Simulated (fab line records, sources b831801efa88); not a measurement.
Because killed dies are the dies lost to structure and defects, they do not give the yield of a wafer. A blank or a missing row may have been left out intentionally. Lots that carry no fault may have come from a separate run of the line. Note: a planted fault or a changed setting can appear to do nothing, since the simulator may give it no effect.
Which tool is to blame? || flow gf180mcu || 6 lots, 18 wafers sampled, at 3 steps of a route of 602

== WHAT EACH GAUGE READ, for each wafer ==
GF_PASSIVATION_THK_MEAS_03.
{"lot": "L628", "measured": "day 28 11:36", "on": "film metro-01", "PASSIVATION_CVD_02_THK (nm)": "702 706 717"}
{"lot": "L630", "measured": "day 28 22:47", "on": "film metro-03", "PASSIVATION_CVD_02_THK (nm)": "700 702 703"}
{"lot": "L632", "measured": "day 29 15:56", "on": "film metro-02", "PASSIVATION_CVD_02_THK (nm)": "682 704 708"}
{"lot": "L641", "measured": "day 32 07:05", "on": "film metro-01", "PASSIVATION_CVD_02_THK (nm)": "692 683 605"}
{"lot": "L644", "measured": "day 33 08:10", "on": "film metro-01", "PASSIVATION_CVD_02_THK (nm)": "684 700 706"}
{"lot": "L646", "measured": "day 33 18:04", "on": "film metro-02", "PASSIVATION_CVD_02_THK (nm)": "705 721 711"}

== WHAT TOOL EACH LOT RAN ON (gives the tool, then ch and the chambers of the sampled wafers, and finally the start) ==
{"lot": "L628", "GF_M4_METAL_ETCH_16": "rie metal-03 ch 0,1, day 23 17:20", "GF_PASSIVATION_CVD_02": "pecvd-01 ch 0,2, day 28 11:19"}
{"lot": "L630", "GF_M4_METAL_ETCH_16": "rie metal-01 ch 0,1, day 24 05:40", "GF_PASSIVATION_CVD_02": "pecvd-01 ch 0,1, day 28 22:29"}
{"lot": "L632", "GF_M4_METAL_ETCH_16": "rie metal-03 ch 0,1, day 25 01:24", "GF_PASSIVATION_CVD_02": "pecvd-01 ch 0,1, day 29 15:38"}
{"lot": "L641", "GF_M4_METAL_ETCH_16": "rie metal-01 ch 0,1, day 28 04:43", "GF_PASSIVATION_CVD_02": "pecvd-01 ch 0,1,2, day 32 06:48"}
{"lot": "L644", "GF_M4_METAL_ETCH_16": "rie metal-01 ch 1, day 29 08:50", "GF_PASSIVATION_CVD_02": "pecvd-04 ch 1,2, day 33 07:53"}
{"lot": "L646", "GF_M4_METAL_ETCH_16": "rie metal-03 ch 0,1, day 29 22:04", "GF_PASSIVATION_CVD_02": "pecvd-02 ch 0,1, day 33 17:47"}
- GF_M4_METAL_ETCH_16: etches the open film in Cl2/BCl3, stops on SiO2, target depth 750.8 nm, time 125.1 s.
- GF_PASSIVATION_CVD_02: deposits Si3N4, target thk 700 nm, time 486.18 s.

== THE ANSWER, worked out from the rows above alone ==
Rule: the usual values come from the lots themselves. Put in order of their means at a reading, lots are off if they are a third of the lots or fewer, leave a main group of 4 or more, and stand apart from it by a gap of 3 or more times the standard deviation of the main group's means; of several such gaps the widest counts. Not used: any main group whose means are identical at the precision the tables above print for the reading. A lot without any number at a reading at which 4 lots or more have one is off too. Where the step has rows for the other lots, those lots are counted as sound.
Off: at GF_PASSIVATION_THK_MEAS_03 (PASSIVATION_CVD_02_THK), L641. Mean 703 nm and standard deviation 6 in the main group.
A tool fits if, at a process step before that reading, it ran every lot that is off, and no sound lot after the first of them. Gauges at GF_PASSIVATION_THK_MEAS_03: tried the same way as those tools. One fits: pecvd-01 at GF_PASSIVATION_CVD_02. A fault onset in the window from L632 (day 29 15:38, its last sound lot) to L641 (day 32 06:48, its first lot off) fits.

== WHAT THE SIMULATOR HAD INSERTED ==
pecvd-01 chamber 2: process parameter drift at GF_PASSIVATION_CVD_02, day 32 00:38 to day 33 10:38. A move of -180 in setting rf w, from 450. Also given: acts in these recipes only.
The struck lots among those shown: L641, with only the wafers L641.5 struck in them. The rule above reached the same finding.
